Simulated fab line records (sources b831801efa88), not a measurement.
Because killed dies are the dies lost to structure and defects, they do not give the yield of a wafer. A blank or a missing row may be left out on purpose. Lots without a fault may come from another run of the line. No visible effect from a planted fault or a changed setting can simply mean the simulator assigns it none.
fab line records    flow sky130    part 2 of 2: steps 28 to 28 of 28
[record] lots = 6  wafers = 18  last-day = 49
route steps=708 shown VIA2@527 METAL3@532 CAPM@537 PAD_OPEN@708
lots untouched by any fault: they come from a run of this same line in which no faults occurred
start-h: hours from the record's first day to the start of the lot's first wafer shown    wait-h: hours from the lot's prior step to this one    " the same as in the row above    L1.1+2: a row that stands for several wafers    - no value, or no start given    * or withheld: withheld    < > ~ a bound
route shown NAME@n: NAME is a module with steps in the file, n the number in the route of the first one    usual: mean/standard deviation of fault-free wafers    same: alike in all rows    chamber/n: place in a boat    sites: the reading at each site    _std_site: standard deviation across them    _edge_site: inner sites' mean taken away from outer sites' mean    radius-mm: how far each site lies from the wafer's centre    mask NAME#n: copy n    behind: the last tool/chamber to shape the wafer    hold: the reason the lot was held/the length of the hold in hours/how it ended    device: whichever transistor did not switch (one of n, p or np)    end of line: tests run on the same wafers once the route is complete    where a step has no rows: the recipe by itself    killed: the dies lost at the first sort to structure and to defects; this is not the yield of the wafer    map: shows each die of a wafer: x if killed, . if not, _ if none is there
set.NAME: setting as actually run; set.NAME@STEP: the setting as run at that earlier step    model.NAME: the simulator's own value behind a step, which no gauge read
lots at selected steps of the route; one table per step, one row per wafer
services: from which hour (start-h, from the record's first day; less than 0 if before it) a tool's chamber was out of use, for how many hours, and why
[[steps]]
[step SKY_PAD_OPEN_PROBE_99]
[usual] defect-limited-yield = 82.4/1.8  killed_at_M0_to_M3 = 44/7  killed_at_M4_up = 3.0/1.8  killed-at-contacts = 24/4.9  killed-at-front-end = 15/5  killed-at-other = 0.2/0.53  killed-dies = 87/8.7  killed-on-rim = 17/4  killed-open = 48/6.8  killed-short = 39/5.7  sort_bin_3_pad_short = 0.9/0.42  sort_bin_5_function = 10.4/1.5  sort_bin_6_memory = 6.3/1.1  sort-n-pass = 405/8.7  sort-yield-pct = 82.4/1.8
[same] gross-dies = 492  killed-at-back-side = 0  sort_bin_4_leakage[%] = 0  sort_bin_8_speed[%] = 0
lot.wafer  tool       chamber  start-h  wait-h  defect-limited-yield[%]  killed_at_M0_to_M3  killed_at_M4_up  killed-at-contacts  killed-at-front-end  killed-at-other  killed-dies  killed-on-rim  killed-open  killed-short  sort_bin_3_pad_short[%]  sort_bin_5_function[%]  sort_bin_6_memory[%]  sort-n-pass  sort-yield-pct[%]
L756.3     prober-01  -        1073.30  0.2     82.5                     34                  4                31                  17                   0                86           19             50           36            0.6                      9.6                     7.3                   406          82.5
L756.4     prober-01  -        1073.35  0.2     84.6                     44                  2                16                  14                   0                76           21             38           38            0.8                      9.6                     5.1                   416          84.6
L756.6     prober-01  -        1073.45  0.2     82.1                     47                  7                18                  16                   0                88           23             51           37            1.2                      10.0                    6.7                   404          82.1
L763.4     prober-02  -        1120.75  0.2     83.5                     38                  4                27                  12                   0                81           19             34           47            1.4                      10.2                    4.9                   411          83.5
L763.5     prober-02  -        1120.80  0.2     83.5                     34                  3                25                  19                   0                81           12             44           37            0.6                      10.2                    5.7                   411          83.5
L763.6     prober-02  -        1120.85  0.2     84.8                     40                  1                18                  16                   0                75           15             43           32            0.8                      10.0                    4.5                   417          84.8
L765.1     prober-02  -        1130.10  0.1     0                        46                  3                29                  10                   404              492          96             55           33            83.1                     12.8                    4.1                   0            0
L765.2     prober-02  -        1130.15  0.1     83.3                     49                  1                21                  11                   0                82           14             52           30            0.6                      10.2                    5.9                   410          83.3
L765.3     prober-02  -        1130.20  0.2     82.1                     47                  1                26                  14                   0                88           22             53           35            0.6                      10.4                    6.9                   404          82.1
L769.1     prober-02  -        1150.57  0.1     0                        49                  2                23                  10                   408              492          96             45           39            84.1                     10.8                    5.1                   0            0
L769.4     prober-02  -        1150.72  0.2     78.7                     56                  5                26                  18                   0                105          22             54           50            1.2                      12.4                    7.7                   387          78.7
L769.6     prober-02  -        1150.82  0.2     87.2                     41                  2                10                  10                   0                63           15             33           30            0.8                      7.3                     4.7                   429          87.2
L773.1     prober-02  -        1171.34  0.1     85.0                     44                  1                17                  12                   0                74           15             44           30            0.2                      9.3                     5.5                   418          85.0
L773.2     prober-02  -        1171.39  0.1     81.9                     41                  5                31                  12                   0                89           23             46           43            1.4                      12.0                    4.7                   403          81.9
L773.5     prober-02  -        1171.54  0.2     81.3                     58                  2                20                  11                   1                92           13             48           44            1.8                      8.3                     8.5                   400          81.3
L776.2     prober-01  -        1186.06  0.1     84.8                     40                  2                22                  11                   0                75           14             41           34            0.6                      9.3                     5.3                   417          84.8
L776.4     prober-01  -        1186.16  0.2     77.4                     64                  2                21                  24                   0                111          29             70           41            0.4                      13.8                    8.3                   381          77.4
L776.6     prober-01  -        1186.26  0.2     82.7                     40                  2                24                  19                   0                85           14             34           51            1.6                      8.9                     6.7                   407          82.7
// killed by level:class
L756.3 LI_CONTACT:geometric-particle:open=12 CONTACT:geometric-particle:open=11 VIA1:geometric-particle:open=9 FIELD_ISO:geometric-particle:short=5 LI_CONTACT:geometric-particle:short=4 METAL2:geometric-particle:short=4 METAL1:geometric-particle:short=4 VIA3:geometric-particle:open=4
L756.4 VIA1:geometric-particle:open=12 VIA3:geometric-particle:open=8 VIA1:geometric-particle:short=7 FIELD_ISO:geometric-particle:short=6 CONTACT:geometric-particle:open=6 LI_CONTACT:geometric-particle:open=4 METAL2:geometric-particle:short=4 SPACER:geometric-particle:short=3
L756.6 VIA1:geometric-particle:open=12 METAL2:geometric-particle:short=9 VIA2:geometric-particle:open=8 CONTACT:geometric-particle:open=6 FIELD_ISO:geometric-particle:open=5 VIA3:geometric-particle:open=5 FIELD_ISO:geometric-particle:short=4 LI_CONTACT:geometric-particle:open=4
L763.4 LOCAL_INTERCONNECT:geometric-particle:short=10 METAL1:geometric-particle:short=9 LI_CONTACT:geometric-particle:open=7 CONTACT:geometric-particle:open=6 VIA1:geometric-particle:open=6 VIA1:geometric-particle:short=5 METAL2:geometric-particle:short=5 METAL4:geometric-particle:short=4
L763.5 FIELD_ISO:geometric-particle:open=9 LI_CONTACT:geometric-particle:open=8 METAL2:geometric-particle:short=8 VIA2:geometric-particle:open=7 LOCAL_INTERCONNECT:geometric-particle:short=6 METAL1:geometric-particle:short=6 FIELD_ISO:geometric-particle:short=4 LI_CONTACT:geometric-particle:short=4
L763.6 VIA3:geometric-particle:open=10 VIA1:geometric-particle:open=8 CONTACT:geometric-particle:open=7 LI_CONTACT:geometric-particle:open=6 FIELD_ISO:geometric-particle:short=4 METAL2:geometric-particle:short=4 VIA2:geometric-particle:open=4 METAL3:geometric-particle:short=4
L765.1 CAPM:area-etch=404 VIA1:geometric-particle:open=13 CONTACT:geometric-particle:open=11 LI_CONTACT:geometric-particle:open=8 VIA3:geometric-particle:open=7 VIA2:geometric-particle:open=6 LOCAL_INTERCONNECT:geometric-particle:short=5 CONTACT:geometric-particle:short=4
L765.2 VIA1:geometric-particle:open=12 VIA2:geometric-particle:open=10 LI_CONTACT:geometric-particle:open=7 CONTACT:geometric-particle:open=6 CONTACT:geometric-particle:short=5 VIA1:geometric-particle:short=4 METAL2:geometric-particle:short=4 METAL2:geometric-particle:open=4
L765.3 CONTACT:geometric-particle:open=15 VIA1:geometric-particle:open=10 VIA2:geometric-particle:open=7 VIA3:geometric-particle:open=6 LI_CONTACT:geometric-particle:open=5 VIA1:geometric-particle:short=5 METAL3:geometric-particle:short=5 FIELD_ISO:geometric-particle:short=4
L769.1 CAPM:area-etch=408 CONTACT:geometric-particle:open=8 VIA1:geometric-particle:open=7 METAL1:geometric-particle:short=7 VIA1:geometric-particle:short=7 VIA3:geometric-particle:open=7 METAL2:geometric-particle:short=6 LI_CONTACT:geometric-particle:open=6
L769.4 VIA1:geometric-particle:open=11 CONTACT:geometric-particle:open=9 VIA1:geometric-particle:short=8 VIA3:geometric-particle:open=7 METAL1:geometric-particle:short=7 VIA2:geometric-particle:open=7 FIELD_ISO:geometric-particle:open=6 METAL2:geometric-particle:short=6
L769.6 VIA1:geometric-particle:open=10 METAL2:geometric-particle:short=8 VIA3:geometric-particle:open=7 CONTACT:geometric-particle:open=4 VIA2:geometric-particle:open=4 VIA2:geometric-particle:short=4 FIELD_ISO:geometric-particle:short=3 FIELD_ISO:geometric-particle:open=3
L773.1 VIA1:geometric-particle:open=10 CONTACT:geometric-particle:open=8 VIA2:geometric-particle:open=8 LI_CONTACT:geometric-particle:open=6 VIA1:geometric-particle:short=6 FIELD_ISO:geometric-particle:open=4 FIELD_ISO:geometric-particle:short=4 METAL1:geometric-particle:short=4
L773.2 LI_CONTACT:geometric-particle:open=10 CONTACT:geometric-particle:open=8 METAL2:geometric-particle:short=7 VIA2:geometric-particle:open=7 VIA3:geometric-particle:open=7 VIA1:geometric-particle:open=6 LI_CONTACT:geometric-particle:short=5 VIA1:geometric-particle:short=5
L773.5 VIA1:geometric-particle:open=15 VIA1:geometric-particle:short=9 METAL2:geometric-particle:short=7 METAL1:geometric-particle:short=6 VIA2:geometric-particle:open=6 CONTACT:geometric-particle:open=5 METAL1:geometric-particle:open=5 CONTACT:geometric-particle:short=4
L776.2 CONTACT:geometric-particle:open=10 LOCAL_INTERCONNECT:geometric-particle:short=7 VIA1:geometric-particle:open=7 VIA3:geometric-particle:open=7 METAL1:geometric-particle:short=5 METAL2:geometric-particle:short=5 METAL3:geometric-particle:short=5 FIELD_ISO:geometric-particle:open=4
L776.4 VIA1:geometric-particle:open=21 CONTACT:geometric-particle:open=12 VIA3:geometric-particle:open=10 VIA2:geometric-particle:open=7 POLY_GATE:geometric-particle:open=7 VIA1:geometric-particle:short=6 METAL2:geometric-particle:short=6 POLY_GATE:geometric-particle:short=5
L776.6 METAL1:geometric-particle:short=9 CONTACT:geometric-particle:short=9 POLY_GATE:geometric-particle:short=8 VIA1:geometric-particle:open=8 CONTACT:geometric-particle:open=7 FIELD_ISO:geometric-particle:open=4 LOCAL_INTERCONNECT:geometric-particle:short=4 VIA1:geometric-particle:short=4
// map L765.1 (x killed, . not)
__________xxxxxxxxxx_________
________xxxxxxxxxxxxxx_______
______xxxxxxxxxxxxxxxxxx_____
_____xxxxxxxxxxxxxxxxxxxx____
____xxxxxxxxxxxxxxxxxxxxxx___
___xxxxxxxxxxxxxxxxxxxxxxxx__
__xxxxxxxxxxxxxxxxxxxxxxxxxx_
_xxxxxxxxxxxxxxxxxxxxxxxxxxxx
_xxxxxxxxxxxxxxxxxxxxxxxxxxxx
_xxxxxxxxxxxxxxxxxxxxxxxxxxxx
_xxxxxxxxxxxxxxxxxxxxxxxxxxxx
_xxxxxxxxxxxxxxxxxxxxxxxxxxxx
_xxxxxxxxxxxxxxxxxxxxxxxxxxxx
_xxxxxxxxxxxxxxxxxxxxxxxxxxxx
_xxxxxxxxxxxxxxxxxxxxxxxxxxxx
__xxxxxxxxxxxxxxxxxxxxxxxxxx_
___xxxxxxxxxxxxxxxxxxxxxxxx__
____xxxxxxxxxxxxxxxxxxxxxx___
_____xxxxxxxxxxxxxxxxxxxx____
______xxxxxxxxxxxxxxxxxx_____
________xxxxxxxxxxxxxx_______
__________xxxxxxxxxx_________
// map L769.1 (x killed, . not)
__________xxxxxxxxxx_________
________xxxxxxxxxxxxxx_______
______xxxxxxxxxxxxxxxxxx_____
_____xxxxxxxxxxxxxxxxxxxx____
____xxxxxxxxxxxxxxxxxxxxxx___
___xxxxxxxxxxxxxxxxxxxxxxxx__
__xxxxxxxxxxxxxxxxxxxxxxxxxx_
_xxxxxxxxxxxxxxxxxxxxxxxxxxxx
_xxxxxxxxxxxxxxxxxxxxxxxxxxxx
_xxxxxxxxxxxxxxxxxxxxxxxxxxxx
_xxxxxxxxxxxxxxxxxxxxxxxxxxxx
_xxxxxxxxxxxxxxxxxxxxxxxxxxxx
_xxxxxxxxxxxxxxxxxxxxxxxxxxxx
_xxxxxxxxxxxxxxxxxxxxxxxxxxxx
_xxxxxxxxxxxxxxxxxxxxxxxxxxxx
__xxxxxxxxxxxxxxxxxxxxxxxxxx_
___xxxxxxxxxxxxxxxxxxxxxxxx__
____xxxxxxxxxxxxxxxxxxxxxx___
_____xxxxxxxxxxxxxxxxxxxx____
______xxxxxxxxxxxxxxxxxx_____
________xxxxxxxxxxxxxx_______
__________xxxxxxxxxx_________
[[services]]
tool            chamber  start-h  hours  kind
wet-bench-02    -        823.96   1.9    pm
pecvd-03        2        834.14   3.7    repair
cmp-01          -        848.78   74.2   repair
cmp-02          -        856.18   1.4    repair
pvd-sputter-02  -        879.73   4.7    repair
pvd-sputter-02  -        883.68   1.9    repair
pvd-sputter-02  -        886.52   8.0    repair
pvd-sputter-03  -        889.19   1.2    repair
cmp-01          -        899.61   26.6   repair
pvd-sputter-01  -        900.27   2.9    repair
cmp-02          -        912.05   4.0    pm
rie-metal-02    -        912.61   4.3    pm
cvd-w-01        -        918.00   2.8    pm
cmp-01          -        926.22   4.9    pm
pvd-sputter-02  -        929.84   1.9    repair
cmp-01          -        937.13   0.5    repair
cmp-01          -        950.83   4.0    repair
cmp-01          -        966.08   16.0   repair
pvd-sputter-01  -        978.01   2.5    repair
cmp-02          -        982.08   6.8    pm
pvd-sputter-01  -        1004.63  2.2    repair
cvd-w-01        -        1008.57  2.0    repair
cmp-02          -        1009.49  6.2    repair
wet-bench-02    -        1011.60  1.8    repair
[[key]]
[first-sign] step = SKY_CAPM_RS_MEAS_03  reading = CAPM_TIN_RS  direction = down  sigmas = 17  usual = 6.66  struck = 5.32
[effect] step = SKY_CAPM_THK_MEAS_04  reading = CAPM_TIN_THK  direction = up  sigmas = 24  usual = 205.2  struck = 256.5
[effect] step = SKY_CAPM_METAL_ETCH_13  reading = oes-product-au  direction = up  sigmas = 5.4  usual = 0.963  struck = 1.005
[effect] step = SKY_PAD_OPEN_PROBE_99  reading = killed-at-other  direction = up  sigmas = 99+  usual = 0.2  struck = 406
[model-effect] step = SKY_CAPM_SPUTTER_02  value = TiN_of_CAPM_SPUTTER_02.thk-nm  without = 205.1  struck = 258.9
[model-effect] step = SKY_CAPM_STRIP_15  value = TiN_of_CAPM_SPUTTER_02.thk-nm  without = 204.7  struck = 258.5
[more-kills-born-at] SKY_CAPM_METAL_ETCH_13@rie-metal-03 = 408  SKY_CAPM_METAL_ETCH_13@rie-metal-02 = 404
met-at SKY_CAPM_SPUTTER_02
struck-wafers L765.1,L769.1
later-rows-left-out L765.1,L769.1
onset-between 847.32 918.98
[fault] kind = process-parameter-drift  tool = pvd-sputter-03  chamber = -  onset-h = 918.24  steps = SKY_CAPM_SPUTTER_02  channel = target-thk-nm  offset = 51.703  shape = step  end-h = 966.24  acts-in = these-recipes-only  stated = 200  scope = struck-wafers-only
// later-rows-left-out: the simulator's readings of these wafers behind a module that went badly wrong aren't trusted and aren't shown, but for the sort
